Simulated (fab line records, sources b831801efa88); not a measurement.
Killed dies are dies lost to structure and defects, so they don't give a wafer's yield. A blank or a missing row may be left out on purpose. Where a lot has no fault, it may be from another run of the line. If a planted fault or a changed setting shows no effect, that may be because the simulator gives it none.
Comparing a struck lot with a sound one | flow sky130 | 16 steps out of a route of 708
Sound: the wafers L644.2, L644.3, L644.6. The struck wafers were L636.2, L636.3, L636.6. The cause is named last.
At each step with rows: each side's tool, then ch and its chambers, then its first start. Under that, the readings that differ: sound wafers | struck wafers | difference of the means | sigmas: that difference in standard deviations of wafers without a fault.
alike: words and numbers the same on both sides, and readings whose means are apart by under 2 such deviations; not compared: readings that were withheld, readings missing a value for some wafer, numbers with overlapping values and no deviation given by the record, and bounds like >300 which may hide the same value.
Wherever a step has rows on one side only, a row that says differs or no value, or a row with sigmas, the two part there. Non-overlapping numbers with no deviation appear without sigmas and do not part them. Lack of a reading on every wafer of one side parts them only where that side has two or more wafers.

first, 3 steps without rows for these wafers: SKY_SONOS_TUNNEL_EXPOSE_04 (exposes mask TUNM, target cd 410 nm); SKY_SONOS_TUNNEL_PEB_05; SKY_SONOS_TUNNEL_DEVELOP_06 (develop time 60 s).
SKY_SONOS_TUNNEL_CD_MEAS_07 targets a cd of 410 nm.
  sound: cd_sem-02 at day 18 00:23; struck: cd_sem-01 at day 15 00:49
  alike: cd_nm
SKY_SONOS_TUNNEL_OVL_MEAS_08:
  sound: overlay-01 at day 18 00:29; struck: overlay-02 at day 15 00:55
  alike: SONOS_TUNNEL_OVL
then, 3 steps without rows for these wafers: SKY_SONOS_TUNNEL_IMPLANT_09; SKY_SONOS_TUNNEL_WET_ETCH_10 (etches SiO2 in dHF, target depth 14 nm, time 280 s); SKY_SONOS_TUNNEL_STRIP_11 (strips in SPM, time 600 s).
SKY_SONOS_TUNNEL_TW_MEAS_12:
  sound: film_metro-02 at day 18 00:56; struck: film_metro-02 at day 15 01:23
  alike: SONOS_TUNNEL_TW
then, 2 steps without rows for these wafers: SKY_SONOS_TUNNEL_CLEAN_13 (cleans in dHF, time 20 s); SKY_SONOS_ONO_OXIDATION_00 (stabilise 600 s, purge 300 s, target thk 2.6 nm).
SKY_SONOS_ONO_THK_MEAS_01:
  sound: film_metro-03 at day 18 02:22; struck: film_metro-01 at day 15 05:23
  reading                      | sound          | struck         | difference | sigmas
  SONOS_ONO_OXIDATION_THK (nm) | 2.55 2.55 2.53 | 2.68 2.61 2.68 | +0.11      | +2
SKY_SONOS_ONO_CVD_02: deposits Si3N4 from DCS/NH3, target thk 10.5 nm, time 180 s.
  sound on lpcvd-02 ch 1, day 18 02:25; struck on lpcvd-02 ch 1, day 15 05:26
  reading                                     | sound            | struck          | difference | sigmas
  model.Si3N4_of_SONOS_ONO_CVD_02.thk_nm (nm) | 10.3 10.23 10.29 | 6.022 5.94 6.05 | -4.269     |
  alike: spike_tc_centre_C, zone_power_centre_pct, zone_power_upper_pct
SKY_SONOS_ONO_THK_MEAS_03:
  sound: film_metro-04 at day 18 04:00; struck: film_metro-04 at day 15 06:29
  reading                   | sound             | struck         | difference | sigmas
  SONOS_ONO_CVD_02_THK (nm) | 10.28 10.33 10.34 | 6.03 6.01 6.03 | -4.29      | -33
then, 1 step without rows for these wafers: SKY_SONOS_ONO_CVD_04 (deposits SiO2 from SiH4/N2O, target thk 5.7199 nm).
-- record jumps: 34 days separate the struck wafers' starts on either side; left off in module SONOS_ONO, taken up again in module PAD_OPEN, whose first shown step is the route's number 708 --
SKY_PAD_OPEN_PROBE_99:
  sound: prober-01 at day 50 12:10; struck: prober-01 at day 48 19:37
  reading                                 | sound                  | struck                 | difference | sigmas
  model.etest.sonos_uncharged.r_on_ohm_um | 809.4 811.7 813.1      | 743.9 760.6 744.7      | -61.7      |
  model.etest.cap_ono.gate_log10_a_cm2    | -7.721 -7.634 -7.73    | -5.299 -5.407 -5.296   | +2.361     |
  model.etest.cap_ono.gate_bv_v (V)       | 16.11 16.05 15.75      | 14.06 13.87 14.12      | -1.95      |
  model.etest.cap_ono.tox_acc_nm (nm)     | 12.73 12.68 12.64      | 10.83 10.88 10.89      | -1.82      |
  model.etest.sonos_baked.vt_less_v (V)   | -0.556 -0.5428 -0.5397 | -0.7976 -0.808 -0.7868 | -0.2513    |
  model.etest.sonos_baked.vt_v (V)        | 0.985 1.013 1.016      | 0.6849 0.6815 0.7142   | -0.3111    |
  model.etest.sonos_programmed.vt_v (V)   | 1.541 1.556 1.556      | 1.482 1.49 1.501       | -0.060     |
  alike: killed_at_M0_to_M3, killed_at_M4_up, killed_at_contacts, killed_at_front_end, killed_at_other, killed_dies, killed_open, killed_short
  not compared: model.etest.sonos_erased.drive_ua_um

WHERE THEY PART
Last at SKY_SONOS_ONO_THK_MEAS_03 as far as this record goes, first at SKY_SONOS_ONO_THK_MEAS_01. Later steps at which nothing parts them and some readings are alike: SKY_PAD_OPEN_PROBE_99.

WHY: what the simulator had put in
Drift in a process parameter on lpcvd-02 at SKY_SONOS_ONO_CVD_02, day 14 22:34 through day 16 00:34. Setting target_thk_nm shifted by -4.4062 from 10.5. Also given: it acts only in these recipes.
